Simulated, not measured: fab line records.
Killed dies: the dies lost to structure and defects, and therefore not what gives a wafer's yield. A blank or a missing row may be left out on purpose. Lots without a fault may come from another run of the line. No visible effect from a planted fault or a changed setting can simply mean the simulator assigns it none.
fab line records | flow sky130
[record] lots = 7 wafers = 18 last_day = 51
route steps=708 shown LI_CONTACT@375 LOCAL_INTERCONNECT@387 PAD_OPEN@708
lots that met no fault: from a run of the same line without faults
start_h: hours from the record's first day to the start of the lot's first wafer shown | wait_h: hours elapsed since this lot's preceding step | " same as the row above | L1.1+2: one row covering several wafers at once | - either no value or no given start | * or withheld: withheld | < > ~ a bound
route shown NAME@n: names a module that has steps shown in the file, with the first one's number in the route | usual: mean/standard deviation taken from wafers without a fault | same: alike in all rows | chamber/n: place in a boat | sites: each site's reading | _std_site: their standard deviation | _edge_site: inner sites' mean taken away from outer sites' mean | radius_mm: how far each site lies from the wafer's centre | mask NAME#n: copy n | behind: the tool/chamber that last shaped the wafer | hold: reason for holding the lot/hours on hold/outcome of the hold | device: names the non-switching transistor (n, p or np) | end of line: tests of these same wafers at the route's end | where a step has no rows: the recipe by itself | killed: dies lost to structure and defects at the first sort, not the wafer's yield | map: dies across one wafer; x = killed, . = not, _ = none there
set.NAME: the setting the step ran with; set.NAME@STEP: the setting that earlier step ran with | model.NAME: the simulator's own value behind a step, which no gauge read
lots at selected steps of the route; one table per step, one row per wafer
services: the hour from which a tool's chamber was out of use, counted from the record's first day as start_h (under 0 if before that day), plus the number of hours and why
[[steps]]
[step SKY_LI_CONTACT_OVL_MEAS_13]
[usual] LI_CONTACT_OVL = 4/5.5
// columns lot.wafer tool chamber start_h wait_h LI_CONTACT_OVL[nm]
L108.1 overlay-01 - 675.76 0.1 1
L108.2 " - " " 2
L108.5 " - " " 2
L121.2 overlay-02 - 782.23 0.1 -4
L121.4 " - " " 2
L121.6 " - " " -1
L123.3 overlay-02 - 789.50 0.1 2
L123.6 " - " " -9
L124.3 overlay-02 - 794.68 0.1 1
L124.5 " - " " 4
L125.1 overlay-02 - 805.26 0.1 6
L125.5 " - " " -1
L129.1 overlay-01 - 841.76 0.1 6
L129.3 " - " " 6
L129.6 " - " " 6
L131.2 overlay-01 - 880.36 0.1 3
L131.4 " - " " 4
L131.5 " - " " 8
[step SKY_LI_CONTACT_ETCH_14]
[recipe] chemistry = N2/H2 target = BARC ion_energy_ev = 200 source_w = 500 bias_w = 100 pressure_mtorr = 30 n2_flow_sccm = 100 h2_flow_sccm = 200 stop_on = SiO2 time_s = 45.9 target_depth_a = 600
[usual] bias_w = 99.97/0.29 drypump_motor_current_A = 5.9/0.41 oes_product_au = 0.855/0.0047 throttle_valve_pct = 13.224/0.0089
// columns lot.wafer tool chamber start_h wait_h bias_w drypump_motor_current_A oes_product_au rf_hours_counter_h throttle_valve_pct
L108.1 rie_diel-01 0 675.79 0.0 100.36 5.6 0.854 8 13.228
L108.2 " 2 " " 99.78 5.9 0.845 16 13.223
L108.5 " 0 " " 100.42 5.6 0.854 - 13.210
L121.2 rie_diel-03 2 782.26 0.0 100.06 5.4 0.852 19 13.226
L121.4 " 2 " " 99.86 5.4 0.852 - 13.220
L121.6 " 1 " " 99.81 5.1 0.861 - 13.226
L123.3 rie_diel-02 1 789.52 0.0 100.26 6.2 0.847 2 13.224
L123.6 " 3 " " 99.59 6.4 0.854 - 13.229
L124.3 rie_diel-02 0 794.71 0.0 99.98 6.1 0.852 3 13.201
L124.5 " 0 " " 99.75 6.1 0.858 - 13.220
L125.1 rie_diel-02 2 805.29 0.0 99.57 5.4 0.856 2 13.239
L125.5 " 1 " " 99.96 6.2 0.856 - 13.211
L129.1 rie_diel-02 1 841.79 0.0 100.42 6.2 0.854 4 13.219
L129.3 " 0 " " 100.01 6.1 0.853 4 13.238
L129.6 " 0 " " 99.56 6.1 0.849 - 13.225
L131.2 rie_diel-01 2 880.39 0.0 99.66 5.9 0.843 22 13.222
L131.4 " 0 " " 100.65 5.6 0.852 13 13.256
L131.5 " 3 " " 100.43 5.9 0.852 - 13.215
[step SKY_LI_CONTACT_ETCH_15]
[recipe] target = PSG chemistry = C4F8/O2/Ar stop_on = Si taper_deg = 4.15 mask_material = KrF-thick source_w = 1500 bias_w = 1200 pressure_mtorr = 40 c4f8_flow_sccm = withheld O2_flow_sccm = 6 Ar_flow_sccm = 300 time_s = withheld target_depth_a = 6000
[usual] bias_w = 1200/3.5 oes_product_au = 0.838/0.0046
// columns lot.wafer tool chamber start_h wait_h bias_w oes_product_au
L108.1 rie_diel-01 0 675.83 0.0 1201 0.843
L108.2 " 2 " " 1198 0.831
L108.5 " 0 " " 1201 0.834
L121.2 rie_diel-03 2 782.30 0.0 1203 0.835
L121.4 " 2 " " 1197 0.831
L121.6 " 1 " " 1200 0.842
L123.3 rie_diel-02 1 789.56 0.0 1201 0.835
L123.6 " 3 " " 1195 0.846
L124.3 rie_diel-02 0 794.75 0.0 1198 0.839
L124.5 " 0 " " 1196 0.841
L125.1 rie_diel-02 2 805.34 0.0 1206 0.842
L125.5 " 1 " " 1196 0.842
L129.1 rie_diel-02 1 841.83 0.0 1196 0.831
L129.3 " 0 " " 1197 0.835
L129.6 " 0 " " 1208 0.842
L131.2 rie_diel-01 2 880.44 0.0 1204 0.837
L131.4 " 0 " " 1197 0.833
L131.5 " 3 " " 1200 0.838
[step SKY_LI_CONTACT_STRIP_16]
[recipe] chemistry = O2/N2 power_w = 1400 pressure_mtorr = 1500 platen_temp_c = withheld o2_flow_sccm = 3000 n2_flow_sccm = 300 overash_fraction = 0.5
[step SKY_LI_CONTACT_CLEAN_17]
[recipe] chemistry = NMP time_s = 600 temp_c = 60 dry = n2_spin
[step SKY_LI_CONTACT_PRE_CLEAN_18]
[recipe] gas = Ar time_s = 5.6 bias_v = 358
[step SKY_LI_CONTACT_SPUTTER_19]
[recipe] material = Ti target_thk_nm = 20 chamber_pressure_pa = 5 power_w = 2500 substrate_temp_c = 200 time_s = 106.37
[step SKY_LI_CONTACT_SPUTTER_20]
[recipe] material = TiN target_thk_nm = 20 chamber_pressure_pa = 5 power_w = 4000 time_s = 80
[usual] throttle_valve_pct = 29.9/1.1
// columns lot.wafer tool chamber start_h wait_h throttle_valve_pct
L108.1 pvd_sputter-01 - 676.29 0.0 31.6
L108.2 " - " " 30.0
L108.5 " - " " 31.6
L121.2 pvd_sputter-02 - 782.76 0.0 29.7
L121.4 " - " " 28.1
L121.6 " - " " 29.6
L123.3 pvd_sputter-01 - 790.02 0.0 31.6
L123.6 " - " " 30.5
L124.3 pvd_sputter-01 - 795.21 0.0 29.9
L124.5 " - " " 31.2
L125.1 pvd_sputter-02 - 805.79 0.0 28.2
L125.5 " - " " 29.7
L129.1 pvd_sputter-04 - 842.32 0.0 30.3
L129.3 " - " " 31.0
L129.6 " - " " 28.5
L131.2 pvd_sputter-04 - 880.89 0.0 30.4
L131.4 " - " " 29.7
L131.5 " - " " 28.5
[step SKY_LI_CONTACT_CVD_21]
[recipe] material = W target_thk_nm = 400 time_s = 120.56 temp_c = 400 pressure_torr = 40
[step SKY_LI_CONTACT_RS_MEAS_22]
[recipe] thk_meas_gauge = four-point-probe reads = W_of_LI_CONTACT_CVD_21+TiN_of_LI_CONTACT_SPUTTER_20+Ti_of_LI_CONTACT_SPUTTER_19
[usual] LI_CONTACT_W_RS = 0.286/0.0042
// columns lot.wafer tool chamber start_h wait_h LI_CONTACT_W_RS[ohm/sq]
L108.1 film_metro-02 - 676.48 0.1 0.285
L108.2 " - " " 0.279
L108.5 " - " " 0.285
L121.2 film_metro-02 - 782.96 0.1 0.279
L121.4 " - " " 0.278
L121.6 " - " " 0.276
L123.3 film_metro-02 - 790.25 0.1 0.292
L123.6 " - " " 0.288
L124.3 film_metro-01 - 795.43 0.1 0.292
L124.5 " - " " 0.290
L125.1 film_metro-03 - 805.98 0.1 0.278
L125.5 " - " " 0.279
L129.1 film_metro-02 - 842.51 0.1 0.279
L129.3 " - " " 0.290
L129.6 " - " " 0.287
L131.2 film_metro-02 - 881.10 0.1 0.286
L131.4 " - " " 0.287
L131.5 " - " " 0.285
[step SKY_LI_CONTACT_THK_MEAS_23]
[recipe] thk_meas_gauge = xrf reads = W_of_LI_CONTACT_CVD_21
[usual] LI_CONTACT_W_THK = 394/6.9
// columns lot.wafer tool chamber start_h wait_h LI_CONTACT_W_THK[nm]
L108.1 film_metro-02 - 676.60 0.1 394
L108.2 " - " " 400
L108.5 " - " " 393
L121.2 film_metro-02 - 783.07 0.1 410
L121.4 " - " " 412
L121.6 " - " " 413
L123.3 film_metro-02 - 790.35 0.1 390
L123.6 " - " " 395
L124.3 film_metro-01 - 795.53 0.1 384
L124.5 " - " " 385
L125.1 film_metro-03 - 806.10 0.1 405
L125.5 " - " " 406
L129.1 film_metro-02 - 842.63 0.1 407
L129.3 " - " " 388
L129.6 " - " " 392
L131.2 film_metro-02 - 881.21 0.1 391
L131.4 " - " " 388
L131.5 " - " " 392
[step SKY_LI_CONTACT_CMP_24]
[recipe] stop_on = PSG t_overpolish_s = 20 down_force_psi = 3.5 platen_rpm = 60 target_thk_nm = 0 pad_velocity_m_s = 0.94248
[usual] motor_current_A = 10.9/0.77 overpolish_run_s = 20.000/0.0086 time_to_endpoint_s = 99/4.4
[same] t_overpolish_s = 20
// columns lot.wafer tool chamber start_h wait_h motor_current_A overpolish_run_s time_to_endpoint_s
L108.1 cmp-01 0 676.76 0.1 10.1 20.010 98
L108.2 " 1 " " 12.3 20.000 110
L108.5 " 3 " " 10.4 20.006 98
L121.4 cmp-02 2 783.38 0.3 10.9 20.007 106
L121.2 " 3 " " 10.9 20.014 108
L121.6 " 1 " " 10.9 20.012 98
L123.3 cmp-02 1 790.44 0.1 10.5 20.003 91
L123.6 " 0 " " 9.6 20.000 99
L124.3 cmp-01 1 795.67 0.1 12.9 19.989 101
L124.5 " 3 " " 10.6 19.998 92
L125.1 cmp-01 2 806.16 0.1 11.5 19.999 99
L125.5 " 3 " " 10.0 19.991 95
L129.3 cmp-02 1 842.74 0.1 11.1 19.999 91
L129.1 " 3 " " 10.5 20.015 107
L129.6 " 1 " " 10.7 19.997 95
L131.4 cmp-01 3 881.36 0.1 10.5 19.991 95
L131.2 " 0 " " 10.9 19.994 97
L131.5 " 1 " " 12.0 19.991 106
[step SKY_LOCAL_INTERCONNECT_SPUTTER_00]
[recipe] material = TiN target_thk_nm = 100 temp_c = 300 power_w = 6500 time_s = 83.3 chamber_pressure_pa = 0.4
[usual] throttle_valve_pct = 30.3/0.83
// columns lot.wafer tool chamber start_h wait_h throttle_valve_pct model.TiN_of_LOCAL_INTERCONNECT_SPUTTER_00.thk_nm
L108.1 pvd_sputter-04 - 676.96 0.1 30.5 101.5
L108.2 " - " " 29.8 99.94
L108.5 " - " " 30.7 100.7
L121.2 pvd_sputter-01 - 783.63 0.1 30.2 100.9
L121.4 " - " " 31.7 99.66
L121.6 " - " " 29.8 101.1
L123.3 pvd_sputter-04 - 790.69 0.2 28.5 94.17
L123.6 " - " " 30.4 99.55
L124.3 pvd_sputter-04 - 795.87 0.1 28.7 96.07
L124.5 " - " " 28.5 101.6
L125.1 pvd_sputter-04 - 806.46 0.2 30.4 95.88
L125.5 " - " " 30.6 100.1
L129.1 pvd_sputter-01 - 842.99 0.1 31.2 100.7
L129.3 " - " " 30.2 101.6
L129.6 " - " " 30.0 101
L131.2 pvd_sputter-01 - 881.56 0.1 30.8 103.5
L131.4 " - " " 31.7 100.9
L131.5 " - " " 31.0 103.3
[step SKY_LOCAL_INTERCONNECT_RS_MEAS_01]
[recipe] thk_meas_gauge = four-point-probe reads = TiN_of_LOCAL_INTERCONNECT_SPUTTER_00
[usual] LOCAL_INTERCONNECT_TIN_RS = 14.10/0.18
// columns lot.wafer tool chamber start_h wait_h LOCAL_INTERCONNECT_TIN_RS[ohm/sq]
L108.1 film_metro-04 - 677.02 0.0 13.95
L108.2 " - " " 14.14
L108.5 " - " " 14.04
L121.2 film_metro-03 - 783.71 0.1 14.02
L121.4 " - " " 14.15
L121.6 " - " " 13.96
L123.3 film_metro-04 - 790.79 0.1 15.09
L123.6 " - " " 14.22
L124.3 film_metro-04 - 795.98 0.1 14.75
L124.5 " - " " 13.90
L125.1 film_metro-01 - 806.52 0.0 14.79
L125.5 " - " " 14.13
L129.1 film_metro-01 - 843.05 0.0 14.06
L129.3 " - " " 13.89
L129.6 " - " " 14.02
L131.2 film_metro-04 - 881.64 0.1 13.65
L131.4 " - " " 14.05
L131.5 " - " " 13.65
[step SKY_LOCAL_INTERCONNECT_THK_MEAS_02]
[recipe] thk_meas_gauge = xrf reads = TiN_of_LOCAL_INTERCONNECT_SPUTTER_00
[usual] LOCAL_INTERCONNECT_TIN_THK = 100.1/1.3
// columns lot.wafer tool chamber start_h wait_h LOCAL_INTERCONNECT_TIN_THK[nm]
L108.1 film_metro-04 - 677.14 0.1 100.8
L108.2 " - " " 100.0
L108.5 " - " " 100.6
L121.2 film_metro-03 - 783.82 0.1 100.6
L121.4 " - " " 99.5
L121.6 " - " " 100.9
L123.3 film_metro-04 - 790.89 0.1 94.3
L123.6 " - " " 99.9
L124.3 film_metro-04 - 796.08 0.1 95.6
L124.5 " - " " 100.8
L125.1 film_metro-01 - 806.64 0.1 95.4
L125.5 " - " " 100.2
L129.1 film_metro-01 - 843.17 0.1 100.2
L129.3 " - " " 101.1
L129.6 " - " " 99.9
L131.2 film_metro-04 - 881.75 0.1 103.8
L131.4 " - " " 100.9
L131.5 " - " " 103.9
[step SKY_LOCAL_INTERCONNECT_DEHYDRATE_03]
[recipe] temp_c = 200 time_s = 60
[step SKY_LOCAL_INTERCONNECT_HMDS_04]
[recipe] prime_time_s = 60 prime_temp_c = 120
[step SKY_LOCAL_INTERCONNECT_COAT_05]
[recipe] resist = BARC temp_c = withheld time_s = withheld spin_rpm = 3000 resist_thk_nm = 60
[step SKY_LOCAL_INTERCONNECT_COAT_06]
[recipe] resist = KrF-thick spin_rpm = 3000 resist_thk_nm = 450
[step SKY_LOCAL_INTERCONNECT_SOFTBAKE_07]
[recipe] temp_c = 100 time_s = 90 resist = KrF-thick
[step SKY_LOCAL_INTERCONNECT_EXPOSE_08]
[recipe] mask_id = LI1M na = 0.8 source_shape = annular sigma_inner = 0.55 sigma_outer = 0.85 target_cd_nm = 170 dose_mj = 28
[step SKY_LOCAL_INTERCONNECT_PEB_09]
[recipe] peb_temp_c = withheld peb_time_s = withheld resist = KrF-thick
[step SKY_LOCAL_INTERCONNECT_DEVELOP_10]
[recipe] develop_time_s = 60 resist = KrF-thick dev_temp_c = 21
[step SKY_LOCAL_INTERCONNECT_CD_MEAS_11]
[recipe] target_cd_nm = 170
[usual] cd_nm = 170.1/1.3
// columns lot.wafer tool chamber start_h wait_h cd_nm
L108.1 cd_sem-02 - 705.49 - 169.9
L108.2 " - " " 169.6
L108.5 " - " " 170.3
L121.2 cd_sem-01 - 809.42 - 169.0
L121.4 " - " " 170.8
L121.6 " - " " 168.8
L123.3 cd_sem-02 - 816.94 - 171.5
L123.6 " - " " 171.3
L124.3 cd_sem-01 - 822.04 - 170.2
L124.5 " - " " 171.0
L125.1 cd_sem-01 - 832.90 - 169.9
L125.5 " - " " 168.9
L129.1 cd_sem-01 - 869.15 - 171.2
L129.3 " - " " 172.2
L129.6 " - " " 171.8
L131.2 cd_sem-02 - 906.52 - 171.8
L131.4 " - " " 171.1
L131.5 " - " " 172.5
[step SKY_LOCAL_INTERCONNECT_OVL_MEAS_12]
[usual] LOCAL_INTERCONNECT_OVL = 3/4.6
// columns lot.wafer tool chamber start_h wait_h LOCAL_INTERCONNECT_OVL[nm]
L108.1 overlay-02 - 705.61 0.1 -4
L108.2 " - " " 3
L108.5 " - " " -4
L121.2 overlay-02 - 809.53 0.1 2
L121.4 " - " " -1
L121.6 " - " " -3
L123.3 overlay-01 - 817.03 0.1 9
L123.6 " - " " 7
L124.3 overlay-02 - 822.13 0.1 12
L124.5 " - " " 6
L125.1 overlay-02 - 833.02 0.1 6
L125.5 " - " " 12
L129.1 overlay-01 - 869.27 0.1 -2
L129.3 " - " " 3
L129.6 " - " " 2
L131.2 overlay-01 - 906.63 0.1 15
L131.4 " - " " 11
L131.5 " - " " 11
[step SKY_LOCAL_INTERCONNECT_ETCH_13]
[recipe] chemistry = N2/H2 target = BARC ion_energy_ev = 200 bias_w = 100 pressure_mtorr = 30 n2_flow_sccm = 100 h2_flow_sccm = 200 icp_w = 500 stop_on = SiO2 time_s = 45.9 target_depth_a = 600
[step SKY_LOCAL_INTERCONNECT_METAL_ETCH_14]
[recipe] target_depth_nm = 110 stop_on = PSG chemistry = Cl2/BCl3 target = TiN resist_sidewall_deg = 88 pressure_mtorr = 10 icp_w = 900 bias_w = 48.5 Cl2_flow_sccm = 60 bcl3_flow_sccm = 30 time_s = 31.4
[usual] bcl3_flow_sccm = 30.00/0.081 bias_w = 48.51/0.14 drypump_motor_current_A = 5.8/0.55 he_backside_leak_sccm = 3.5/0.51 oes_product_au = 0.942/0.0083 throttle_valve_pct = 21.900/0.011
// columns lot.wafer tool chamber start_h wait_h bcl3_flow_sccm bias_w drypump_motor_current_A he_backside_leak_sccm oes_product_au rf_hours_counter_h throttle_valve_pct
L108.1 rie_metal-04 0 705.77 0.1 29.97 48.53 6.7 3.3 0.945 12 21.872
L108.2 " 0 " " 30.05 48.30 6.7 3.2 0.946 - 21.892
L108.5 " 0 " " 30.09 48.48 6.7 3.3 0.952 - 21.902
L121.2 rie_metal-04 1 809.62 0.0 30.01 48.30 6.2 3.1 0.943 3 21.885
L121.4 " 0 " " 30.06 48.52 6.7 5.6 0.936 - 21.905
L121.6 " 0 " " 29.97 48.62 6.7 3.3 0.944 - 21.883
L123.3 rie_metal-04 0 817.13 0.0 30.04 48.50 6.7 3.4 0.910 - 21.932
L123.6 " 0 " " 29.98 48.55 6.7 3.3 0.931 - 21.900
L124.3 rie_metal-04 0 822.23 0.0 30.06 48.50 6.7 3.3 0.909 - 21.916
L124.5 " 1 " " 29.98 48.45 6.2 3.4 0.947 - 21.894
L125.1 rie_metal-04 1 833.12 0.0 29.95 48.49 6.2 3.3 0.914 4 21.909
L125.5 " 1 " " 29.97 48.66 6.2 3.5 0.939 - 21.896
L129.1 rie_metal-01 0 869.37 0.0 29.94 48.46 5.4 3.2 0.954 9 21.894
L129.3 " 1 " " 29.93 48.43 5.5 3.6 0.941 - 21.920
L129.6 " 1 " " 29.88 48.53 5.4 3.6 0.940 - 21.906
L131.2 rie_metal-04 1 906.80 0.1 30.02 48.64 6.2 3.4 0.952 - 21.890
L131.4 " 1 " " 30.05 48.40 6.2 3.2 0.950 - 21.891
L131.5 " 1 " " 30.10 48.42 6.2 3.2 0.965 - 21.893
[step SKY_LOCAL_INTERCONNECT_STRIP_15]
[recipe] chemistry = O2/N2 power_w = 1400 pressure_mtorr = 1500 platen_temp_c = withheld o2_flow_sccm = 3000 n2_flow_sccm = 300 overash_fraction = 0.5
[usual] drypump_motor_current_A = 5.5/0.39 oes_product_au = 0.427/0.0046 strip_time_to_endpoint_s = 4.725/0.021
// columns lot.wafer tool chamber start_h wait_h drypump_motor_current_A oes_product_au rf_hours_counter_h strip_time_to_endpoint_s
L108.1 plasma_asher-03 0 705.87 0.1 5.7 0.428 90 4.731
L108.2 " 1 " " 5.6 0.431 90 4.736
L108.5 " 1 " " 5.6 0.429 - 4.726
L121.2 plasma_asher-01 0 809.67 0.0 5.3 0.423 69 4.757
L121.4 " 1 " " 6.1 0.428 - 4.740
L121.6 " 0 " " 5.3 0.428 - 4.724
L123.3 plasma_asher-01 1 817.20 0.1 6.2 0.429 - 4.690
L123.6 " 1 " " 6.2 0.424 - 4.721
L124.3 plasma_asher-04 0 822.30 0.1 5.2 0.427 - 4.724
L124.5 " 1 " " 5.1 0.423 - 4.725
L125.1 plasma_asher-01 0 833.17 0.0 5.3 0.430 72 4.729
L125.5 " 0 " " 5.3 0.423 - 4.714
L129.1 plasma_asher-04 1 869.42 0.0 5.1 0.430 41 4.717
L129.3 " 1 " " 5.1 0.421 - 4.692
L129.6 " 1 " " 5.1 0.436 - 4.703
L131.2 plasma_asher-04 0 906.89 0.1 5.2 0.425 45 4.694
L131.4 " 0 " " 5.2 0.426 - 4.728
L131.5 " 1 " " 5.1 0.425 - 4.713
[step SKY_LOCAL_INTERCONNECT_STRIP_16]
[recipe] chemistry = post_etch_residue_remover time_s = 1200 temp_c = 72.5
[usual] bath_guard_temp_C = 72.2/0.52 bath_heat_duty_pct = 14.3/1.9
// columns lot.wafer tool chamber start_h wait_h bath_guard_temp_C bath_heat_duty_pct model.TiN_of_LOCAL_INTERCONNECT_SPUTTER_00.thk_nm
L108.1 wet_bench-01 1 705.97 0.1 72.9 14.8 101.1
L108.2 " 1 " " 72.5 15.9 99.52
L108.5 " 1 " " 72.5 17.0 100.3
L121.2 wet_bench-01 3 809.77 0.1 71.6 15.0 100.4
L121.4 " 3 " " 71.7 15.9 99.22
L121.6 " 3 " " 71.6 16.3 100.6
L123.3 wet_bench-01 2 817.27 0.0 72.2 18.2 93.74
L123.6 " 2 " " 72.4 18.6 99.13
L124.3 wet_bench-01 0 822.37 0.0 72.7 13.6 95.65
L124.5 " 0 " " 72.5 12.7 101.2
L125.1 wet_bench-03 2 833.27 0.1 71.5 13.3 95.47
L125.5 " 2 " " 72.1 13.5 99.73
L129.1 wet_bench-03 1 869.52 0.1 72.1 12.5 100.2
L129.3 " 1 " " 72.2 11.2 101.2
L129.6 " 1 " " 72.3 12.9 100.6
L131.2 wet_bench-02 0 906.99 0.1 73.3 13.4 103.1
L131.4 " 0 " " 73.0 13.3 100.4
L131.5 " 0 " " 73.0 15.3 102.9
[step SKY_LOCAL_INTERCONNECT_CLEAN_17]
[recipe] chemistry = IPA time_s = 180 temp_c = 25
[step SKY_PAD_OPEN_PROBE_99]
// columns lot.wafer tool chamber start_h wait_h model.etest.res_li.line_ohm_um model.etest.res_li.rs_ohm_sq
L108.1 prober-01 - 1073.52 0.1 74.7 12.65
L108.2 prober-01 - 1073.57 0.1 76.18 12.79
L108.5 prober-01 - 1073.72 0.2 74.34 12.74
L121.2 prober-01 - 1148.43 0.1 75.54 12.66
L121.4 prober-01 - 1148.53 0.2 75.19 12.84
L121.6 prober-01 - 1148.63 0.2 75.07 12.77
L123.3 prober-01 - 1156.65 0.2 79.65 13.67
L123.6 prober-01 - 1156.80 0.2 75.04 12.91
L124.3 prober-02 - 1158.07 0.2 78.28 13.39
L124.5 prober-02 - 1158.17 0.2 73.16 12.6
L125.1 prober-01 - 1167.31 0.1 79.43 13.39
L125.5 prober-01 - 1167.51 0.2 76.61 12.86
L129.1 prober-01 - 1189.41 0.1 74.85 12.77
L129.3 prober-01 - 1189.51 0.2 72.44 12.61
L129.6 prober-01 - 1189.66 0.2 73.57 12.73
L131.2 prober-02 - 1212.08 0.1 72.12 12.39
L131.4 prober-02 - 1212.18 0.2 74.11 12.74
L131.5 prober-02 - 1212.23 0.2 71.78 12.43
// killed by level:class
L108.1 VIA1:geometric_particle:open=12 METAL1:geometric_particle:short=11 VIA2:geometric_particle:open=7 LI_CONTACT:geometric_particle:open=5 CONTACT:geometric_particle:open=5 VIA1:geometric_particle:short=5 METAL4:geometric_particle:short=5 SPACER:geometric_particle:open=4
L108.2 VIA1:geometric_particle:open=13 VIA2:geometric_particle:open=8 FIELD_ISO:geometric_particle:open=7 VIA3:geometric_particle:open=7 VIA3:geometric_particle:short=5 METAL2:geometric_particle:short=5 METAL4:geometric_particle:short=5 FIELD_ISO:geometric_particle:short=4
L108.5 FIELD_ISO:geometric_particle:open=7 LI_CONTACT:geometric_particle:open=7 VIA1:geometric_particle:open=7 VIA3:geometric_particle:short=6 LOCAL_INTERCONNECT:geometric_particle:short=6 CONTACT:geometric_particle:open=6 METAL1:geometric_particle:short=6 METAL2:geometric_particle:short=6
L121.2 VIA1:geometric_particle:open=15 CONTACT:geometric_particle:open=9 VIA1:geometric_particle:short=7 VIA2:geometric_particle:open=7 FIELD_ISO:geometric_particle:open=6 LI_CONTACT:geometric_particle:open=5 FIELD_ISO:geometric_particle:short=4 LOCAL_INTERCONNECT:geometric_particle:short=4
L121.4 CONTACT:geometric_particle:open=11 LI_CONTACT:geometric_particle:open=9 LOCAL_INTERCONNECT:geometric_particle:short=9 VIA1:geometric_particle:open=7 VIA2:geometric_particle:open=7 VIA3:geometric_particle:short=6 FIELD_ISO:geometric_particle:short=4 POLY_GATE:geometric_particle:open=4
L121.6 CONTACT:geometric_particle:open=13 VIA3:geometric_particle:open=9 VIA1:geometric_particle:open=9 LI_CONTACT:geometric_particle:open=5 VIA2:geometric_particle:open=5 METAL1:geometric_particle:short=4 VIA2:geometric_particle:short=4 FIELD_ISO:geometric_particle:open=3
L123.3 LI_CONTACT:geometric_particle:open=16 CONTACT:geometric_particle:open=8 VIA2:geometric_particle:open=7 VIA1:geometric_particle:open=6 VIA2:geometric_particle:short=6 METAL1:geometric_particle:short=5 FIELD_ISO:geometric_particle:short=4 LI_CONTACT:geometric_particle:short=4
L123.6 METAL1:geometric_particle:short=9 VIA2:geometric_particle:open=5 VIA3:geometric_particle:open=5 LOCAL_INTERCONNECT:geometric_particle:short=5 VIA1:geometric_particle:open=5 POLY_GATE:geometric_particle:short=3 LI_CONTACT:geometric_particle:open=3 CONTACT:geometric_particle:open=3
L124.3 VIA1:geometric_particle:open=10 CONTACT:geometric_particle:open=8 POLY_GATE:geometric_particle:open=6 CONTACT:geometric_particle:short=6 METAL1:geometric_particle:short=6 LOCAL_INTERCONNECT:geometric_particle:short=5 VIA3:geometric_particle:open=5 FIELD_ISO:geometric_particle:open=4
L124.5 CONTACT:geometric_particle:open=14 VIA1:geometric_particle:open=8 FIELD_ISO:geometric_particle:open=7 METAL1:geometric_particle:short=7 LI_CONTACT:geometric_particle:short=5 CONTACT:geometric_particle:short=5 VIA3:geometric_particle:short=5 METAL2:geometric_particle:short=5
L129.1 CONTACT:geometric_particle:open=11 VIA1:geometric_particle:open=9 LI_CONTACT:geometric_particle:open=8 VIA2:geometric_particle:open=8 VIA3:geometric_particle:open=5 METAL2:geometric_particle:short=5 LOCAL_INTERCONNECT:geometric_particle:open=4 CONTACT:geometric_particle:short=4
L129.3 VIA1:geometric_particle:open=9 CONTACT:geometric_particle:open=9 VIA3:geometric_particle:open=9 LI_CONTACT:geometric_particle:open=8 POLY_GATE:geometric_particle:short=5 LOCAL_INTERCONNECT:geometric_particle:short=5 FIELD_ISO:geometric_particle:open=4 VIA2:geometric_particle:open=4
L129.6 VIA1:geometric_particle:open=11 POLY_GATE:geometric_particle:open=9 VIA2:geometric_particle:open=8 METAL2:geometric_particle:short=7 LI_CONTACT:geometric_particle:open=5 CONTACT:geometric_particle:open=5 VIA3:geometric_particle:open=5 POLY_GATE:geometric_particle:short=4
L131.2 CONTACT:geometric_particle:open=13 VIA2:geometric_particle:open=8 VIA1:geometric_particle:open=7 VIA3:geometric_particle:open=7 FIELD_ISO:geometric_particle:open=5 FIELD_ISO:geometric_particle:short=5 LI_CONTACT:geometric_particle:open=5 METAL1:geometric_particle:short=4
L131.4 CONTACT:geometric_particle:open=13 POLY_GATE:geometric_particle:short=6 VIA2:geometric_particle:short=6 VIA1:geometric_particle:open=6 VIA3:geometric_particle:open=5 METAL1:geometric_particle:short=5 VIA1:geometric_particle:short=5 VIA2:geometric_particle:open=5
L131.5 CONTACT:geometric_particle:open=12 METAL1:geometric_particle:short=9 METAL2:geometric_particle:short=8 LI_CONTACT:geometric_particle:open=8 CONTACT:geometric_particle:short=8 VIA1:geometric_particle:open=8 POLY_GATE:geometric_particle:short=6 POLY_GATE:geometric_particle:open=6
[[services]]
// columns tool chamber start_h hours kind
pvd_sputter-01 - 652.64 0.7 repair
rie_diel-02 1 653.04 5.7 repair
cmp-01 - 665.37 0.3 repair
plasma_asher-04 - 672.66 10.0 pm
cmp-02 - 675.94 1.9 repair
cmp-02 - 688.07 0.6 repair
cmp-02 - 689.87 8.6 pm
plasma_asher-04 - 690.14 21.0 repair
wet_bench-01 - 691.46 3.0 repair
pvd_sputter-04 - 696.75 2.5 repair
rie_diel-02 2 701.54 5.8 repair
rie_diel-02 3 708.49 2.4 repair
cmp-01 - 720.44 3.4 pm
rie_diel-01 0 731.64 6.9 repair
pvd_sputter-04 - 731.81 1.0 repair
cmp-01 - 772.61 15.7 repair
rie_metal-04 - 786.14 4.3 pm
rie_diel-02 2 787.87 7.6 repair
rie_diel-02 0 811.91 2.8 repair
cmp-01 - 824.60 0.7 repair
pvd_sputter-01 - 863.33 0.8 repair
rie_metal-04 - 874.29 0.3 repair
rie_diel-01 2 888.90 2.2 repair
rie_metal-04 - 896.08 1.0 repair
[[key]]
[first_sign] step = SKY_LOCAL_INTERCONNECT_RS_MEAS_01 reading = LOCAL_INTERCONNECT_TIN_RS direction = up sigmas = 4.4 usual = 14.10 struck = 14.88
[effect] step = SKY_LOCAL_INTERCONNECT_THK_MEAS_02 reading = LOCAL_INTERCONNECT_TIN_THK direction = down sigmas = 3.8 usual = 100.1 struck = 95.1
[effect] step = SKY_LOCAL_INTERCONNECT_METAL_ETCH_14 reading = oes_product_au direction = down sigmas = 3.8 usual = 0.942 struck = 0.911
[model_effect] step = SKY_LOCAL_INTERCONNECT_SPUTTER_00 value = TiN_of_LOCAL_INTERCONNECT_SPUTTER_00.thk_nm without = 100.4 struck = 95.37
[model_effect] step = SKY_LOCAL_INTERCONNECT_STRIP_16 value = TiN_of_LOCAL_INTERCONNECT_SPUTTER_00.thk_nm without = 100 struck = 94.96
[model_effect] step = SKY_PAD_OPEN_PROBE_99 value = etest.res_li.line_ohm_um without = 75.11 struck = 79.12
met_at SKY_LOCAL_INTERCONNECT_SPUTTER_00
struck_wafers L123.3,L124.3,L125.1
sort_left_out L125.1
tester_left_out L123,L124,L125
onset_between 676.96 790.69
[fault] kind = process_parameter_drift tool = pvd_sputter-04 chamber = - onset_h = 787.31 steps = SKY_LOCAL_INTERCONNECT_SPUTTER_00 channel = target_thk_nm offset = -5.078 shape = step end_h = 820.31 scope = struck_wafers_only acts_in = these_recipes_only stated = 100
// tester_left_out: of these lots the tester's yield and bins aren't shown, on N5 and GAA mostly nor the transistor test; their killed dies are dies lost to structure and defects alone, not to doping, threshold or leakage, so they don't give the yield
// sort_left_out: the simulated sort isn't trusted on such a fault, so these wafers' sort isn't shown, and their yield isn't known
